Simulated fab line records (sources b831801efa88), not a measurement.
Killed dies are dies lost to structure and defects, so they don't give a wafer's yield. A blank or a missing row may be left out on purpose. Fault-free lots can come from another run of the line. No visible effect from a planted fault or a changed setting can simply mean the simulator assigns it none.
2 desks looking at one fault | flow sky130 | only its own numbers are on each desk; what lay behind them is given at the end

== FROM THE METROLOGY DESK ==
Means of the sampled wafers that have a number, per lot and without regard to the tool the lot ran on: this is what the gauges read. If a lot's mean is further than 4 standard deviations from the usual mean, the lot is out of limits and carries the mark OUT (the distance appears in the brackets).
Columns: A = VIA3_W_RS at SKY_VIA3_RS_MEAS_22, usual 0.296 ohm/sq; B = VIA3_W_THK at SKY_VIA3_THK_MEAS_23, usual 383 nm; C = CAP2M_TIN_RS at SKY_CAP2M_RS_MEAS_03, usual 6.94 ohm/sq; D = CAP2M_TIN_THK at SKY_CAP2M_THK_MEAS_04, usual 198.5 nm
lot  | first seen here | A     | B   | C               | D
L762 | day 40 13:10    | 0.293 | 388 | 6.92            | 197.9
L763 | day 41 03:04    | 0.294 | 388 | 6.96            | 199.6
L764 | day 41 04:47    | 0.300 | 382 | 6.98            | 196.8
L770 | day 43 00:08    | 0.297 | 380 | 10.93 (+50) OUT | 138.5 (-24) OUT
L771 | day 43 03:28    | 0.295 | 380 | 10.95 (+50) OUT | 139.1 (-24) OUT
L775 | day 44 08:11    | 0.300 | 375 | 6.83            | 201.3
L778 | day 46 07:20    | 0.296 | 386 | 6.90            | 198.8
L779 | day 46 08:41    | 0.297 | 378 | 6.97            | 196.2
L777 | day 46 11:08    | 0.294 | 383 | 6.90            | 200.4
This desk finds L770, L771 out of limits, with the earliest case on L770 at day 43 00:58 (CAP2M_TIN_RS at SKY_CAP2M_RS_MEAS_03). L762, L763, L764, L775, L778, L779, L777: within limits.

== FOR THE TOOL OWNER'S DESK: pvd-sputter-03 ==
At SKY_CAP2M_SPUTTER_02 (material TiN, target thk 200 nm, time 166.7 s) the tool's own readings: per lot run on this tool, the mean of the sampled wafers that have a number. If a lot's mean is further than 4 standard deviations from the usual mean, the lot is out of limits and carries the mark OUT (the distance appears in the brackets).
Columns: A = cathode-dc-power-W at SKY_CAP2M_SPUTTER_02, usual 6499.9 W; B = chamber-pressure-pa at SKY_CAP2M_SPUTTER_02, usual 0.4001 Pa; C = throttle-valve-pct at SKY_CAP2M_SPUTTER_02, usual 30.2 %
lot  | first seen here | A      | B      | C
L762 | day 40 13:53    | 6499.3 | 0.4004 | 30.1
L764 | day 41 05:30    | 6500.5 | 0.4000 | 29.9
L770 | day 43 00:50    | 6500.2 | 0.4003 | 30.1
L771 | day 43 04:11    | 6500.2 | 0.4011 | 30.3
L779 | day 46 09:23    | 6499.1 | 0.4002 | 30.0
This desk found nothing out of limits on any of the 5 lots.

== ALL TOGETHER ==
On L770, L771, the metrology desk was in a position to raise an alarm at day 43 00:58.
Nothing out of limits was seen by the tool owner's desk.
On record at the tool owner's desk: L770, L771, within its limits.
All the named lots went through SKY_CAP2M_SPUTTER_02 on pvd-sputter-03.

== WHAT HAD BEEN PUT IN BY THE SIMULATOR ==
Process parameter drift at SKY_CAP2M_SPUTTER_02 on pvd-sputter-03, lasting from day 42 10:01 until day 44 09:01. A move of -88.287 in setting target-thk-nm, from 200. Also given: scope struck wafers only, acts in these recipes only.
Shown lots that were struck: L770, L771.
Delay in hours, fault start to first out-of-limits reading, per desk: metrology desk 15.
